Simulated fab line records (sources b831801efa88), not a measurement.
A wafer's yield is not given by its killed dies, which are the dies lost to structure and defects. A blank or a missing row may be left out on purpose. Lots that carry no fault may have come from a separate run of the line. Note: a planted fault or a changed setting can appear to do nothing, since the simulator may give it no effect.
Which of the tools did it? || flow sky130 || 13 lots, 39 wafers sampled, at 2 steps of a route of 708

## WHAT EACH GAUGE READ, for each wafer
SKY_SONOS_TUNNEL_TW_MEAS_12. Usual: for SONOS_TUNNEL_TW the level is 199.4 and the standard deviation is 0.99.
{"lot": "L933", "measured": "day 11 04:35", "on": "filmMetro-04", "SONOS_TUNNEL_TW": "200.8 198.7 199.3", "flag": ""}
{"lot": "L934", "measured": "day 11 20:25", "on": "filmMetro-01", "SONOS_TUNNEL_TW": "198.4 198.4 198.5", "flag": ""}
{"lot": "L935", "measured": "day 12 00:30", "on": "filmMetro-01", "SONOS_TUNNEL_TW": "198.4 198.9 198.3", "flag": ""}
{"lot": "L937", "measured": "day 12 16:34", "on": "filmMetro-04", "SONOS_TUNNEL_TW": "198.8 199.5 199.6", "flag": ""}
{"lot": "L938", "measured": "day 13 02:41", "on": "filmMetro-01", "SONOS_TUNNEL_TW": "198.9 199.1 199.6", "flag": ""}
{"lot": "L939", "measured": "day 13 11:21", "on": "filmMetro-03", "SONOS_TUNNEL_TW": "243.0 243.1 242.3 242.4 243.9 243.6", "flag": "OFF"}
{"lot": "L941", "measured": "day 14 02:37", "on": "filmMetro-03", "SONOS_TUNNEL_TW": "200.5 201.4 199.2", "flag": ""}
{"lot": "L946", "measured": "day 15 12:02", "on": "filmMetro-01", "SONOS_TUNNEL_TW": "198.7 198.0 197.8", "flag": ""}
{"lot": "L950", "measured": "day 16 20:45", "on": "filmMetro-03", "SONOS_TUNNEL_TW": "244.3 244.8 244.5 243.3 244.3 244.5", "flag": "OFF"}
{"lot": "L951", "measured": "day 17 02:59", "on": "filmMetro-04", "SONOS_TUNNEL_TW": "201.7 199.8 200.1", "flag": ""}
{"lot": "L953", "measured": "day 17 18:27", "on": "filmMetro-01", "SONOS_TUNNEL_TW": "198.9 197.1 197.7", "flag": ""}
{"lot": "L954", "measured": "day 18 01:47", "on": "filmMetro-01", "SONOS_TUNNEL_TW": "198.4 199.1 199.3", "flag": ""}
{"lot": "L955", "measured": "day 18 14:56", "on": "filmMetro-04", "SONOS_TUNNEL_TW": "198.6 199.1 200.1", "flag": ""}

## WHICH TOOL RAN EACH LOT (tool, then ch and the chambers of the sampled wafers, then the start)
{"lot": "L933", "SKY_SONOS_TUNNEL_IMPLANT_09": "implanter-04 ch 0, day 11 04:01"}
{"lot": "L934", "SKY_SONOS_TUNNEL_IMPLANT_09": "implanter-02 ch 0, day 11 19:56"}
{"lot": "L935", "SKY_SONOS_TUNNEL_IMPLANT_09": "implanter-02 ch 0, day 11 23:58"}
{"lot": "L937", "SKY_SONOS_TUNNEL_IMPLANT_09": "implanter-02 ch 0, day 12 15:59"}
{"lot": "L938", "SKY_SONOS_TUNNEL_IMPLANT_09": "implanter-03 ch 0, day 13 01:44"}
{"lot": "L939", "SKY_SONOS_TUNNEL_IMPLANT_09": "implanter-02 ch 0, day 13 10:29"}
{"lot": "L941", "SKY_SONOS_TUNNEL_IMPLANT_09": "implanter-02 ch 0, day 14 02:11"}
{"lot": "L946", "SKY_SONOS_TUNNEL_IMPLANT_09": "implanter-04 ch 0, day 15 11:37"}
{"lot": "L950", "SKY_SONOS_TUNNEL_IMPLANT_09": "implanter-02 ch 0, day 16 19:50"}
{"lot": "L951", "SKY_SONOS_TUNNEL_IMPLANT_09": "implanter-03 ch 0, day 17 02:34"}
{"lot": "L953", "SKY_SONOS_TUNNEL_IMPLANT_09": "implanter-02 ch 0, day 17 18:02"}
{"lot": "L954", "SKY_SONOS_TUNNEL_IMPLANT_09": "implanter-02 ch 0, day 18 01:22"}
{"lot": "L955", "SKY_SONOS_TUNNEL_IMPLANT_09": "implanter-02 ch 0, day 18 14:31"}
- SKY_SONOS_TUNNEL_IMPLANT_09

## WHAT THE TOOLS THEMSELVES READ (means of the sampled wafers that have a number; where no wafer has one, the mark that the record gives instead)
SKY_SONOS_TUNNEL_IMPLANT_09. Usual: beamOnS 10.02 s, standard deviation 0.22; doseIonsCm2 1e+12, standard deviation 1e+09.
{"lot": "L933", "tool": "implanter-04", "beamOnS (s)": 9.80, "doseIonsCm2": 1e+12, "flag": ""}
{"lot": "L934", "tool": "implanter-02", "beamOnS (s)": 10.06, "doseIonsCm2": 1e+12, "flag": ""}
{"lot": "L935", "tool": "implanter-02", "beamOnS (s)": 10.07, "doseIonsCm2": 1e+12, "flag": ""}
{"lot": "L937", "tool": "implanter-02", "beamOnS (s)": 10.00, "doseIonsCm2": 1e+12, "flag": ""}
{"lot": "L938", "tool": "implanter-03", "beamOnS (s)": 10.13, "doseIonsCm2": 1e+12, "flag": ""}
{"lot": "L939", "tool": "implanter-02", "beamOnS (s)": 9.97, "doseIonsCm2": 1e+12, "flag": ""}
{"lot": "L941", "tool": "implanter-02", "beamOnS (s)": 10.12, "doseIonsCm2": 1e+12, "flag": ""}
{"lot": "L946", "tool": "implanter-04", "beamOnS (s)": 9.90, "doseIonsCm2": 1e+12, "flag": ""}
{"lot": "L950", "tool": "implanter-02", "beamOnS (s)": 10.00, "doseIonsCm2": 1e+12, "flag": ""}
{"lot": "L951", "tool": "implanter-03", "beamOnS (s)": 9.93, "doseIonsCm2": 1e+12, "flag": ""}
{"lot": "L953", "tool": "implanter-02", "beamOnS (s)": 9.77, "doseIonsCm2": 1e+12, "flag": ""}
{"lot": "L954", "tool": "implanter-02", "beamOnS (s)": 10.01, "doseIonsCm2": 1e+12, "flag": ""}
{"lot": "L955", "tool": "implanter-02", "beamOnS (s)": 10.10, "doseIonsCm2": 1e+12, "flag": ""}

## THE ANSWER, worked out from the rows above alone
Rule: lot off if the mean of its wafers having a number is beyond 3 standard deviations from the usual mean. A lot without any number at a reading at which 4 lots or more have one is off too. Any other lot the step has rows for is counted as sound. After the gauges, taken in route order, come the tools' own readings; for these a lot's mean is taken, as printed above. The first step at which some lot is off is used, and at that step the reading that is off furthest; a lot without a number counts as furthest.
Off: L939, L950, at SKY_SONOS_TUNNEL_TW_MEAS_12 (SONOS_TUNNEL_TW).
If a tool, at a process step before that reading, ran all the lots that are off and no sound lot after the first of them, it fits. The gauges at SKY_SONOS_TUNNEL_TW_MEAS_12 are tried like those tools. Of those tried, none fits.

## WHAT THE SIMULATOR PUT IN
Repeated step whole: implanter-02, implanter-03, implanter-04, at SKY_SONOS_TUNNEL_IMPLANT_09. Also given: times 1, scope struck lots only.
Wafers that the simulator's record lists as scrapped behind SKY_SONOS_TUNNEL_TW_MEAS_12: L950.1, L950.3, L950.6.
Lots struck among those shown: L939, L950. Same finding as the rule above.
